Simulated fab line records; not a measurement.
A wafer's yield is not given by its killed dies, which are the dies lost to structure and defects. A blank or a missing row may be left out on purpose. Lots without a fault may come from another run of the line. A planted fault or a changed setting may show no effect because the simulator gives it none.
What tool caused it? | flow sfq_line | 39 wafers from 13 lots sampled at 2 of the route's 325 steps

WHAT THE GAUGES SHOWED, per wafer
SFQ_M3_RS_MEAS_919: the measuring method here is four-point-probe. Usual: M3_NB_RS 0.887 ohm/sq, standard deviation 0.011.
lot  | measured     | on            | M3_NB_RS (ohm/sq) | flag
L161 | day 36 20:06 | film_metro-04 | 0.887 0.883 0.881 |
L162 | day 37 03:17 | film_metro-01 | 0.884 0.895 0.907 |
L163 | day 37 11:41 | film_metro-02 | 0.876 0.879 0.884 |
L165 | day 37 20:05 | film_metro-02 | 0.885 0.887 0.885 |
L166 | day 38 20:06 | film_metro-02 | 0.881 0.872 0.885 |
L172 | day 41 15:43 | film_metro-01 | 0.872 0.874 0.876 |
L174 | day 42 18:17 | film_metro-04 | 0.874 0.617 0.877 | OFF
L175 | day 42 19:28 | film_metro-01 | 0.890 0.878 0.893 |
L178 | day 43 05:04 | film_metro-01 | 0.883 0.894 0.892 |
L180 | day 43 09:53 | film_metro-04 | 0.892 0.894 0.898 |
L181 | day 43 13:29 | film_metro-04 | 0.894 0.883 0.905 |
L182 | day 43 20:53 | film_metro-04 | 0.881 0.885 0.888 |
L184 | day 45 13:41 | film_metro-01 | 0.900 0.899 0.899 |

WHAT TOOL EACH LOT RAN ON (gives the tool, then ch and the chambers of the sampled wafers, and finally the start)
lot  | SFQ_TRILAYER_M3_DEP_SPUTTER_073
L161 | pvd_sputter-03, day 36 19:59
L162 | pvd_sputter-05, day 37 03:11
L163 | pvd_sputter-03, day 37 11:35
L165 | pvd_sputter-03, day 37 19:59
L166 | pvd_sputter-05, day 38 20:01
L172 | pvd_sputter-04, day 41 15:38
L174 | pvd_sputter-03, day 42 18:09
L175 | pvd_sputter-05, day 42 19:21
L178 | pvd_sputter-04, day 43 04:57
L180 | pvd_sputter-04, day 43 09:45
L181 | pvd_sputter-05, day 43 13:22
L182 | pvd_sputter-05, day 43 20:48
L184 | pvd_sputter-03, day 45 13:36
- SFQ_TRILAYER_M3_DEP_SPUTTER_073: material Nb, target thk 200 nm, time 133.3 s.

WHAT THE TOOLS THEMSELVES READ (means of the sampled wafers that have a number; where no wafer has one, the mark that the record gives instead)
SFQ_TRILAYER_M3_DEP_SPUTTER_073. Usual: base_pressure_pa 1.32e-06 Pa, standard deviation 7.8e-08; throttle_valve_pct 30.1 %, standard deviation 1.1.
lot  | tool           | base_pressure_pa (Pa) | throttle_valve_pct (%) | flag
L161 | pvd_sputter-03 | 1.35e-06              | 29.3                   |
L162 | pvd_sputter-05 | 1.31e-06              | 30.5                   |
L163 | pvd_sputter-03 | 1.32e-06              | 28.9                   |
L165 | pvd_sputter-03 | 1.33e-06              | 29.2                   |
L166 | pvd_sputter-05 | 1.35e-06              | 31.2                   |
L172 | pvd_sputter-04 | 1.33e-06              | 30.3                   |
L174 | pvd_sputter-03 | 1.39e-06              | 28.7                   |
L175 | pvd_sputter-05 | 1.32e-06              | 30.2                   |
L178 | pvd_sputter-04 | 1.26e-06              | 30.6                   |
L180 | pvd_sputter-04 | 1.33e-06              | 30.8                   |
L181 | pvd_sputter-05 | 1.36e-06              | 30.5                   |
L182 | pvd_sputter-05 | 1.30e-06              | 30.6                   |
L184 | pvd_sputter-03 | 1.37e-06              | 29.0                   |

THE ANSWER, worked out from the rows above alone
Rule: lot off if the mean of its wafers having a number is beyond 3 standard deviations from the usual mean. Also off: a lot with no number at a reading for which 4 or more lots have one. The other lots that the step has rows for count as sound. The gauges are gone through in route order, then the tools' own readings, and for those a lot's mean is taken as printed above. The first step at which some lot is off is used, and at that step the reading that is off furthest; a lot without a number counts as furthest.
Off: L174, at SFQ_M3_RS_MEAS_919 (M3_NB_RS).
If a tool, at a process step before that reading, ran all the lots that are off and no sound lot after the first of them, it fits. The gauges at SFQ_M3_RS_MEAS_919 are tried like those tools. None of those tried fits.

WHAT THE SIMULATOR HAD INSERTED
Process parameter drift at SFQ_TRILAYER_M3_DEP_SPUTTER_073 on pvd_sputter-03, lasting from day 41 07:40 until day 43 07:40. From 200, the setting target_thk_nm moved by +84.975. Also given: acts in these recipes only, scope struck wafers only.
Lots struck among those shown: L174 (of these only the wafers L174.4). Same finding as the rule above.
